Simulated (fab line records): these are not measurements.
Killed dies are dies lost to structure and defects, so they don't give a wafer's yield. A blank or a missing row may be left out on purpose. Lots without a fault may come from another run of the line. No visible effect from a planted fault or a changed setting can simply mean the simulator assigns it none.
Struck lot and sound lot, side by side | flow gf180mcu | 15 steps out of a route of 602
Sound: the wafers L297.4, L297.5, L297.6. The struck wafers were L314.1, L314.5, L314.6. Last of all comes the cause.
For every step that has rows: the tool of each side, followed by ch and its chambers, followed by its first start. Under that, the readings that differ: sound wafers | struck wafers | difference of the means | sigmas: that difference in standard deviations of wafers without a fault.
alike: readings with means less than 2 such deviations apart, plus words and numbers identical on both sides. not compared: withheld readings, readings lacking a value on some wafer, bounds such as >300 that could conceal the same value, and numbers that have no deviation in the record and whose values overlap.
Wherever a step has rows on one side only, a row that says differs or no value, or a row with sigmas, the two part there. Numbers that don't overlap but have no deviation are shown without sigmas and don't part them. Lack of a reading on every wafer of one side parts them only where that side has two or more wafers.

first, 1 step without rows for these wafers: GF_MVSD_IMPLANT_09.
GF_MVSD_STRIP_10: strips in O2/N2.
  sound on plasma-asher-03 ch 0,1, day 4 20:49; struck on plasma-asher-02 ch 0,1, day 9 06:40
  alike: chamber-pressure-mTorr, drypump-motor-current-A, heater-power-w, oes-product-au, strip-time-to-endpoint-s
  not compared: rf-hours-counter-h
GF_MVSD_TW_MEAS_11:
  sound: film-metro-01 at day 4 20:55; struck: film-metro-01 at day 9 06:46
  alike: MVSD_TW
then, 7 steps without rows for these wafers: GF_MVPSD_DEHYDRATE_00 (time 60 s); GF_MVPSD_HMDS_01 (prime time 60 s); GF_MVPSD_COAT_02 (resist thk 3000 nm); GF_MVPSD_SOFTBAKE_03; GF_MVPSD_EXPOSE_04 (exposes mask MVPSD, target cd 1000 nm); GF_MVPSD_PEB_05; GF_MVPSD_DEVELOP_06 (develop time 60 s).
GF_MVPSD_OVL_MEAS_07:
  sound: overlay-01 at day 5 10:37; struck: overlay-02 at day 10 00:20
  alike: MVPSD_OVL
then, 1 step without rows for these wafers: GF_MVPSD_IMPLANT_08.
GF_MVPSD_IMPLANT_09:
  sound on implanter-03 ch 0, day 5 10:52; struck on implanter-01 ch 0, day 10 00:31
  reading                   | sound                | struck               | difference | sigmas
  beam-energy-keV           | 39.989 39.991 39.983 | 37.891 37.881 37.863 | -2.109     | -99 or more
  model.implant.rp-nm (nm)  | 132 132 132          | 123.4 123.4 123.4    | -8.6       |
  model.implant.drp-nm (nm) | 51.21 51.21 51.21    | 49.59 49.59 49.59    | -1.62      |
GF_MVPSD_STRIP_10: strips in O2/N2.
  sound on plasma-asher-03 ch 0,1, day 5 10:58; struck on plasma-asher-01 ch 0,1, day 10 00:40
  reading                      | sound             | struck            | difference | sigmas
  strip-time-to-endpoint-s (s) | 37.14 37.26 37.13 | 36.87 36.86 36.90 | -0.30      | -3
  alike: chamber-pressure-mTorr, drypump-motor-current-A, heater-power-w, oes-product-au
  not compared: rf-hours-counter-h
-- the record jumps here: 25 days lie between the struck wafers' starts before and after (it left off in module MVPSD and takes up again in module PASSIVATION, whose first step shown is number 602 of the route) --
GF_PASSIVATION_PROBE_99:
  rows exist in the record for the struck wafers here (prober-01, day 34 14:13), but not for the sound ones

## WHERE THEY PART
First at GF_MVPSD_IMPLANT_09; last, within this record, at GF_PASSIVATION_PROBE_99.

WHY: what had been put in by the simulator
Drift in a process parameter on implanter-01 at GF_MVPSD_IMPLANT_09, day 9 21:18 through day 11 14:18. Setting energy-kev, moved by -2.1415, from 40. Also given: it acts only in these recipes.
